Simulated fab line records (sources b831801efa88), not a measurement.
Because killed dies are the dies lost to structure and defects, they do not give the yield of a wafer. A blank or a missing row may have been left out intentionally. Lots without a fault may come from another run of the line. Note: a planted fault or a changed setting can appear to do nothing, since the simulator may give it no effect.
A struck lot beside a sound one | flow gf180mcu | 43 out of 602 route steps
Sound: wafers L459.2, L459.3, L459.4. The struck wafers were L474.1, L474.4, L474.5. The cause is named last.
Each step with rows lists, per side, the tool, then ch with its chambers, then its first start. Under that, the readings that differ: sound wafers | struck wafers | difference of the means | sigmas: that difference in standard deviations of wafers without a fault.
alike: a reading whose means differ by less than 2 such deviations, as well as words and numbers matching on both sides. not compared: withheld readings; readings where some wafer has no value; bounds like >300 that might hide an equal value; numbers whose values overlap and for which the record gives no deviation.
The two part at a step that has a row with sigmas, a row that says differs or no value, or rows on one side only. Numbers that don't overlap but have no deviation are shown without sigmas and don't part them. A reading missing from all wafers of one side parts the sides only when that side holds two or more wafers.

first, 6 steps without rows for these wafers: GF_V5_COAT_08; GF_V5_COAT_09 (resist thk 1000 nm); GF_V5_SOFTBAKE_10 (time 60 s); GF_V5_EXPOSE_11 (exposes mask Via5, target cd 260 nm); GF_V5_PEB_12 (peb time 90 s); GF_V5_DEVELOP_13 (develop time 60 s).
GF_V5_CD_MEAS_14: target cd 260 nm.
  struck on cd-sem-02, day 33 12:14; sound on cd-sem-01, day 29 04:48
  alike: cd-nm
GF_V5_OVL_MEAS_15:
  struck on overlay-01, day 33 12:21; sound on overlay-02, day 29 04:55
  reading     | sound  | struck    | difference | sigmas
  V5_OVL (nm) | 13 7 1 | -12 -7 -9 | -16        | -3
then, 1 step without rows for these wafers: GF_V5_ETCH_16 (etches BARC in N2/H2).
GF_V5_ETCH_17: etches SiO2 in C4F8/O2/Ar, stops on TiN, target depth 855 nm.
  sound: rie-diel-02 ch 0,2; struck: rie-diel-02 ch 1,2
  alike: oes-product-au
then, 2 steps without rows for these wafers: GF_V5_STRIP_18 (strips in O2/N2); GF_V5_STRIP_19 (strips in post etch residue remover, time 1200 s).
GF_V5_CLEAN_20: cleans in DIW.
  sound on wet-bench-01 ch 1, day 29 05:32; struck on wet-bench-01 ch 0, day 33 13:01
then, 1 step without rows for these wafers: GF_V5_SPUTTER_21 (material Ti, target thk 15 nm, time 80.02 s).
GF_V5_SPUTTER_22: material TiN, target thk 10 nm, time 40 s.
  struck on pvd-sputter-02, day 33 13:10; sound on pvd-sputter-01, day 29 05:41
  alike: throttle-valve-pct
then, 1 step without rows for these wafers: GF_V5_CVD_23 (deposits W, target thk 350 nm, time 104.9 s).
GF_V5_RS_MEAS_24: measures by four-point-probe.
  struck on film-metro-02, day 33 13:19; sound on film-metro-02, day 29 05:52
  alike: V5_W_RS
GF_V5_THK_MEAS_25: measures by xrf.
  struck on film-metro-02, day 33 13:26; sound on film-metro-02, day 29 05:59
  alike: V5_W_THK
then, 4 steps without rows for these wafers: GF_V5_CMP_26 (polishes, stops on SiO2, t overpolish 15 s, target thk 0 nm); GF_TOP_METAL_SPUTTER_00 (material Ti, target thk 37.5 nm, time 150 s); GF_TOP_METAL_SPUTTER_01 (material TiN, target thk 30 nm, time 25 s); GF_TOP_METAL_SPUTTER_02 (material AlCu, target thk 900 nm, time 47.82 s).
GF_TOP_METAL_SPUTTER_03: material Ti, target thk 5 nm, time 3.3 s.
  struck on pvd-sputter-01, day 33 13:58; sound on pvd-sputter-04, day 29 06:30
  alike: throttle-valve-pct
then, 1 step without rows for these wafers: GF_TOP_METAL_SPUTTER_04 (material TiN, target thk 25 nm, time 20.8 s).
GF_TOP_METAL_RS_MEAS_05: measures by four-point-probe.
  struck on film-metro-02, day 33 14:01; sound on film-metro-01, day 29 06:34
  alike: TOP_METAL_ALCU_RS
GF_TOP_METAL_THK_MEAS_06: measures by xrf.
  struck on film-metro-02, day 33 14:08; sound on film-metro-01, day 29 06:41
  alike: TOP_METAL_ALCU_THK
then, 7 steps without rows for these wafers: GF_TOP_METAL_DEHYDRATE_07 (time 60 s); GF_TOP_METAL_HMDS_08 (prime time 60 s); GF_TOP_METAL_COAT_09 (resist thk 1500 nm); GF_TOP_METAL_SOFTBAKE_10 (time 60 s); GF_TOP_METAL_EXPOSE_11 (exposes mask MetalTop, target cd 440 nm); GF_TOP_METAL_PEB_12; GF_TOP_METAL_DEVELOP_13 (develop time 60 s).
GF_TOP_METAL_CD_MEAS_14: target cd 440 nm.
  struck on cd-sem-02, day 34 05:04; sound on cd-sem-02, day 30 01:24
  alike: cd-nm
GF_TOP_METAL_OVL_MEAS_15:
  struck on overlay-01, day 34 05:11; sound on overlay-02, day 30 01:31
  alike: TOP_METAL_OVL
GF_TOP_METAL_METAL_ETCH_16: etches the open film in Cl2/BCl3, stops on SiO2, target depth 1077.5 nm, time 179.6 s.
  sound on rie-metal-02 ch 0,1, day 30 01:32; struck on rie-metal-04 ch 0,1, day 34 05:13
  alike: bcl3-flow-sccm, drypump-motor-current-A, oes-product-au, throttle-valve-pct
  not compared: rf-hours-counter-h
then, 4 steps without rows for these wafers: GF_TOP_METAL_STRIP_17 (strips in O2/N2); GF_TOP_METAL_STRIP_18 (strips in post etch residue remover, time 1200 s); GF_TOP_METAL_CLEAN_19 (cleans in DIW); GF_PASSIVATION_CVD_00 (deposits SiO2 from TEOS, target thk 1000 nm, time 111.95 s).
GF_PASSIVATION_THK_MEAS_01:
  struck on film-metro-03, day 34 06:00; sound on film-metro-04, day 30 02:20
  alike: PASSIVATION_CVD_00_THK
GF_PASSIVATION_CVD_02: deposits Si3N4, target thk 700 nm, time 486.18 s.
  sound on pecvd-03 ch 0,1, day 30 02:23; struck on pecvd-02 ch 0,1, day 34 06:04
  alike: heater-power-w, susceptor-temp-C
GF_PASSIVATION_PROBE_99:
  only the struck wafers here have rows in the record (prober-01, day 34 22:46); the sound ones have none

## WHERE THEY PART
At GF_V5_OVL_MEAS_15 first; at GF_PASSIVATION_PROBE_99 last (within this record only).

WHY: whatever the simulator had introduced
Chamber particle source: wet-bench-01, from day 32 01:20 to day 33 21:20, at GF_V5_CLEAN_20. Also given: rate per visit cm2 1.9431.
